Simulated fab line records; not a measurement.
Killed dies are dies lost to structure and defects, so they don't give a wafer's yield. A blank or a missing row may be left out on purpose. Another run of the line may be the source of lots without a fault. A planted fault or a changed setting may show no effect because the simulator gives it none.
Which tool was responsible? -- flow gf180mcu -- 24 lots, 72 wafers sampled, at 6 steps of a route of 602

WHAT THE GAUGES READ, wafer by wafer
GF_VT_IMPLANT_TW_MEAS_10. Usual: VT_IMPLANT_TW gives 557 (standard deviation 6.5).
lot,measured,on,VT_IMPLANT_TW,flag
L074,day 5 15:07,film_metro-03,551 552 551,
L075,day 5 18:40,film_metro-03,551 551 552,
L076,day 6 03:16,film_metro-01,562 561 563,
L077,day 6 11:17,film_metro-03,551 553 551,
L078,day 6 13:26,film_metro-03,551 553 551,
L079,day 6 19:38,film_metro-03,550 552 552,
L080,day 7 02:55,film_metro-02,561 563 559,
L081,day 7 07:37,film_metro-03,551 553 550,
L082,day 7 14:02,film_metro-01,562 565 564,
L083,day 7 20:53,film_metro-02,565 561 564,
L084,day 8 01:04,film_metro-02,565 566 563,
L085,day 8 05:43,film_metro-01,559 559 558,
L086,day 8 16:05,film_metro-03,551 552 548,
L087,day 8 23:36,film_metro-02,565 565 563,
L088,day 9 02:23,film_metro-03,545 547 548,
L089,day 9 12:57,film_metro-01,561 562 560,
L090,day 9 20:20,film_metro-01,562 560 564,
L091,day 10 02:22,film_metro-03,553 550 550,
L092,day 10 05:37,film_metro-01,561 568 564,
L093,day 10 13:02,film_metro-03,553 551 551,
L094,day 10 20:23,film_metro-01,563 565 561,
L095,day 11 01:54,film_metro-01,565 564 564,
L096,day 11 07:28,film_metro-03,548 549 549,
L097,day 11 11:05,film_metro-03,552 548 548,

GF_V4_OVL_MEAS_15. Usual: V4_OVL gives -1 nm (standard deviation 6.2).
lot,measured,on,V4_OVL (nm),flag
L074,day 24 04:59,overlay-01,-7 -1 -2,
L075,day 24 06:34,overlay-01,1 -10 2,
L076,day 24 22:13,overlay-01,1 1 -3,
L077,day 25 07:01,overlay-01,9 8 8,
L078,day 25 17:16,overlay-02,-1 6 -5,
L079,day 25 23:25,overlay-01,7 3 2,
L080,day 26 11:04,overlay-01,7 2 4,
L081,day 26 17:38,overlay-02,-6 2 1,
L082,day 26 22:43,overlay-01,0 -5 0,
L083,day 27 04:37,overlay-02,-5 -9 -3,
L084,day 27 16:17,overlay-02,-3 -1 -5,
L085,day 27 19:16,overlay-02,-5 -8 -6,
L086,day 28 13:34,overlay-02,0 -9 -8,
L087,day 28 17:48,overlay-02,-6 -9 3,
L088,day 28 19:43,overlay-01,11 15 18,
L089,day 29 12:22,overlay-02,-5 4 9,
L090,day 29 22:31,overlay-02,-4 -5 -5,
L091,day 30 02:00,overlay-01,0 6 5,
L092,day 30 06:25,overlay-01,12 0 2,
L093,day 30 14:32,overlay-02,8 10 -1,
L094,day 30 20:40,overlay-01,3 -2 7,
L095,day 31 01:46,overlay-01,-11 -4 -7,
L096,day 31 04:29,overlay-02,-7 -6 -7,
L097,day 31 14:01,overlay-02,-4 -8 0,

GF_V5_BOW_MEAS_05. Usual: V5_BOW gives 132 um (standard deviation 8.3).
lot,measured,on,V5_BOW (um),flag
L074,day 26 03:55,film_metro-04,134 123 133,
L075,day 26 05:40,film_metro-04,132 127 125,
L076,day 26 20:25,film_metro-04,129 131 140,
L077,day 27 04:58,film_metro-01,136 127 125,
L078,day 27 14:14,film_metro-02,130 110 140,
L079,day 27 19:49,film_metro-04,145 133 145,
L080,day 28 06:47,film_metro-04,134 137 122,
L081,day 28 12:26,film_metro-01,144 151 157,
L082,day 28 22:35,film_metro-04,138 137 134,
L083,day 28 23:59,film_metro-02,143 124 134,
L084,day 29 10:19,film_metro-01,139 145 140,
L085,day 29 13:19,film_metro-01,136 139 135,
L086,day 30 06:33,film_metro-01,124 120 122,
L087,day 30 10:40,film_metro-02,127 140 136,
L088,day 30 12:40,film_metro-02,131 128 126,
L089,day 31 04:34,film_metro-02,126 124 119,
L090,day 31 13:29,film_metro-04,133 129 140,
L091,day 31 20:48,film_metro-02,145 140 140,
L092,day 31 20:51,film_metro-04,124 133 115,
L093,day 32 04:50,film_metro-01,127 135 119,
L094,day 32 10:38,film_metro-01,129 124 130,
L095,day 32 14:46,film_metro-04,143 137 138,
L096,day 32 16:23,film_metro-02,136 142 133,
L097,day 33 01:16,film_metro-04,128 121 127,

GF_TOP_METAL_THK_MEAS_06: measures by xrf. Usual: TOP_METAL_ALCU_THK gives 885 nm (standard deviation 10).
lot,measured,on,TOP_METAL_ALCU_THK (nm),flag
L074,day 27 02:26,film_metro-03,899 895 900,
L075,day 27 04:35,film_metro-03,884 893 893,
L076,day 27 18:37,film_metro-02,883 896 887,
L077,day 28 03:06,film_metro-04,880 879 871,
L078,day 28 11:40,film_metro-02,873 868 864,
L079,day 28 17:17,film_metro-02,887 883 882,
L080,day 29 06:06,film_metro-03,872 881 872,
L081,day 29 08:56,film_metro-03,887 893 891,
L082,day 29 18:34,film_metro-02,892 892 888,
L083,day 29 20:37,film_metro-02,892 897 898,
L084,day 30 07:10,film_metro-02,871 862 878,
L085,day 30 09:52,film_metro-02,877 889 887,
L086,day 31 02:13,film_metro-04,890 877 877,
L087,day 31 06:08,film_metro-02,917 895 900,
L088,day 31 08:22,film_metro-02,886 883 892,
L089,day 31 23:22,film_metro-03,895 891 893,
L090,day 32 10:51,film_metro-03,871 873 876,
L091,day 32 15:14,film_metro-04,893 897 891,
L092,day 32 15:28,film_metro-02,912 899 893,
L093,day 32 23:13,film_metro-02,884 885 887,
L094,day 33 04:58,film_metro-04,883 873 890,
L095,day 33 08:19,film_metro-04,867 881 887,
L096,day 33 10:37,film_metro-03,884 881 884,
L097,day 33 19:09,film_metro-04,882 870 881,

EACH LOT AND THE TOOL THAT RAN IT (in order: tool; ch and the chambers of the sampled wafers; start)
lot,GF_DUAL_GATE_STRIP_13,GF_M5_STRIP_11
L074,"plasma_asher-01 ch 0,1, day 8 05:48","plasma_asher-01 ch 0,1, day 26 02:46"
L075,"plasma_asher-04 ch 0, day 8 08:31","plasma_asher-03 ch 1, day 26 04:32"
L076,"plasma_asher-03 ch 0,1, day 8 19:08","plasma_asher-01 ch 0,1, day 26 19:17"
L077,"plasma_asher-04 ch 0,1, day 9 03:16","plasma_asher-03 ch 0,1, day 27 03:49"
L078,"plasma_asher-03 ch 0,1, day 9 07:34","plasma_asher-04 ch 0,1, day 27 13:02"
L079,"plasma_asher-04 ch 0,1, day 9 13:31","plasma_asher-04 ch 0,1, day 27 18:23"
L080,"plasma_asher-04 ch 0,1, day 9 22:55","plasma_asher-04 ch 0,1, day 28 05:40"
L081,"plasma_asher-04 ch 0,1, day 10 05:40","plasma_asher-01 ch 0,1, day 28 11:19"
L082,"plasma_asher-03 ch 0,1, day 10 11:16","plasma_asher-01 ch 0,1, day 28 21:28"
L083,"plasma_asher-04 ch 0,1, day 10 17:16","plasma_asher-03 ch 0,1, day 28 22:35"
L084,"plasma_asher-03 ch 1, day 11 01:04","plasma_asher-04 ch 0,1, day 29 09:11"
L085,"plasma_asher-01 ch 0,1, day 11 03:59","plasma_asher-03 ch 0,1, day 29 11:55"
L086,"plasma_asher-03 ch 0,1, day 11 18:54","plasma_asher-03 ch 0,1, day 30 05:16"
L087,"plasma_asher-01 ch 0,1, day 12 00:12","plasma_asher-04 ch 0,1, day 30 09:31"
L088,"plasma_asher-03 ch 0,1, day 12 05:28","plasma_asher-01 ch 0,1, day 30 11:32"
L089,"plasma_asher-04 ch 0,1, day 12 18:09","plasma_asher-04 ch 0,1, day 31 03:25"
L090,"plasma_asher-04 ch 0,1, day 13 02:28","plasma_asher-04 ch 0,1, day 31 12:20"
L091,"plasma_asher-03 ch 0,1, day 13 07:44","plasma_asher-04 ch 0,1, day 31 19:41"
L092,"plasma_asher-04 ch 0,1, day 13 14:06","plasma_asher-03 ch 0,1, day 31 19:43"
L093,"plasma_asher-01 ch 0,1, day 13 22:15","plasma_asher-03 ch 0,1, day 32 03:32"
L094,"plasma_asher-03 ch 0,1, day 14 05:56","plasma_asher-01 ch 0,1, day 32 09:13"
L095,"plasma_asher-01 ch 0,1, day 14 13:09","plasma_asher-03 ch 0,1, day 32 13:37"
L096,"plasma_asher-01 ch 0,1, day 14 19:22","plasma_asher-03 ch 0,1, day 32 14:59"
L097,"plasma_asher-04 ch 1, day 15 04:16","plasma_asher-04 ch 0,1, day 32 23:55"
- GF_DUAL_GATE_STRIP_13: strips in O2/N2.
- GF_M5_STRIP_11: strips in O2/N2.

AS READ BY THE TOOLS THEMSELVES (means over the sampled wafers that have a number; for cases with no such wafer, the mark the record gives instead)
GF_DUAL_GATE_STRIP_13. Usual: drypump_motor_current_A 5.9 A, standard deviation 0.53; heater_power_w 327 W, standard deviation 36; oes_product_au 0.715 a.u., standard deviation 0.0043; strip_time_to_endpoint_s 12.61 s, standard deviation 0.038.
lot,tool,drypump_motor_current_A (A),heater_power_w (W),oes_product_au (a.u.),strip_time_to_endpoint_s (s),flag
L074,plasma_asher-01,6.1,361,0.712,12.59,
L075,plasma_asher-04,5.9,271,0.718,12.67,
L076,plasma_asher-03,6.5,337,0.713,12.61,
L077,plasma_asher-04,5.4,303,0.715,12.63,
L078,plasma_asher-03,6.3,330,0.713,12.60,
L079,plasma_asher-04,5.3,309,0.713,12.63,
L080,plasma_asher-04,5.4,307,0.718,12.65,
L081,plasma_asher-04,5.6,294,0.715,12.57,
L082,plasma_asher-03,6.3,332,0.713,12.58,
L083,plasma_asher-04,5.6,291,0.717,12.61,
L084,plasma_asher-03,6.7,331,0.717,12.56,
L085,plasma_asher-01,5.8,380,0.714,12.62,
L086,plasma_asher-03,6.5,328,0.713,12.56,
L087,plasma_asher-01,5.8,376,0.720,12.58,
L088,plasma_asher-03,6.5,334,0.715,12.62,
L089,plasma_asher-04,5.4,299,0.715,12.62,
L090,plasma_asher-04,5.4,310,0.716,12.62,
L091,plasma_asher-03,6.5,331,0.713,12.66,
L092,plasma_asher-04,5.6,289,0.713,12.66,
L093,plasma_asher-01,6.1,354,0.712,12.56,
L094,plasma_asher-03,6.3,331,0.718,12.59,
L095,plasma_asher-01,5.8,378,0.714,12.68,
L096,plasma_asher-01,5.8,375,0.712,12.60,
L097,plasma_asher-04,5.1,315,0.714,12.60,

GF_M5_STRIP_11. Usual: drypump_motor_current_A 5.9 A, standard deviation 0.53; heater_power_w 334 W, standard deviation 37; oes_product_au 0.544 a.u., standard deviation 0.005; strip_time_to_endpoint_s 7.53 s, standard deviation 0.043.
lot,tool,drypump_motor_current_A (A),heater_power_w (W),oes_product_au (a.u.),strip_time_to_endpoint_s (s),flag
L074,plasma_asher-01,5.8,380,0.537,7.52,
L075,plasma_asher-03,6.7,339,0.547,7.52,
L076,plasma_asher-01,5.8,375,0.542,7.53,
L077,plasma_asher-03,6.5,348,0.548,7.58,
L078,plasma_asher-04,5.6,294,0.541,7.43,
L079,plasma_asher-04,5.6,292,0.545,7.56,
L080,plasma_asher-04,5.3,308,0.549,7.57,
L081,plasma_asher-01,6.1,361,0.538,7.49,
L082,plasma_asher-01,5.8,377,0.548,7.55,
L083,plasma_asher-03,6.5,346,0.551,7.55,
L084,plasma_asher-04,5.4,308,0.542,7.47,
L085,plasma_asher-03,6.3,350,0.541,7.49,
L086,plasma_asher-03,6.3,354,0.547,7.56,
L087,plasma_asher-04,5.6,289,0.541,7.53,
L088,plasma_asher-01,6.1,354,0.549,7.60,
L089,plasma_asher-04,5.6,293,0.538,7.52,
L090,plasma_asher-04,5.6,284,0.541,7.51,
L091,plasma_asher-04,5.6,292,0.544,7.54,
L092,plasma_asher-03,6.5,347,0.545,7.52,
L093,plasma_asher-03,6.5,348,0.547,7.54,
L094,plasma_asher-01,5.8,367,0.544,7.57,
L095,plasma_asher-03,6.5,343,0.545,7.52,
L096,plasma_asher-03,6.3,350,0.544,7.55,
L097,plasma_asher-04,5.4,300,0.541,7.50,

THE ANSWER, worked out from the rows above alone
Rule: a lot counts as off when the mean over its wafers that have a number is more than 3 standard deviations away from the usual mean. A lot without any number at a reading at which 4 lots or more have one is off too. The other lots that the step has rows for count as sound. After the gauges, taken in route order, come the tools' own readings; for these a lot's mean is taken, as printed above. At the first step where some lot is off, the reading lying furthest off is the one used; lots without a number count as furthest.
None of the lots is off at any reading shown; this tells nothing.

WHAT THE SIMULATOR PUT IN
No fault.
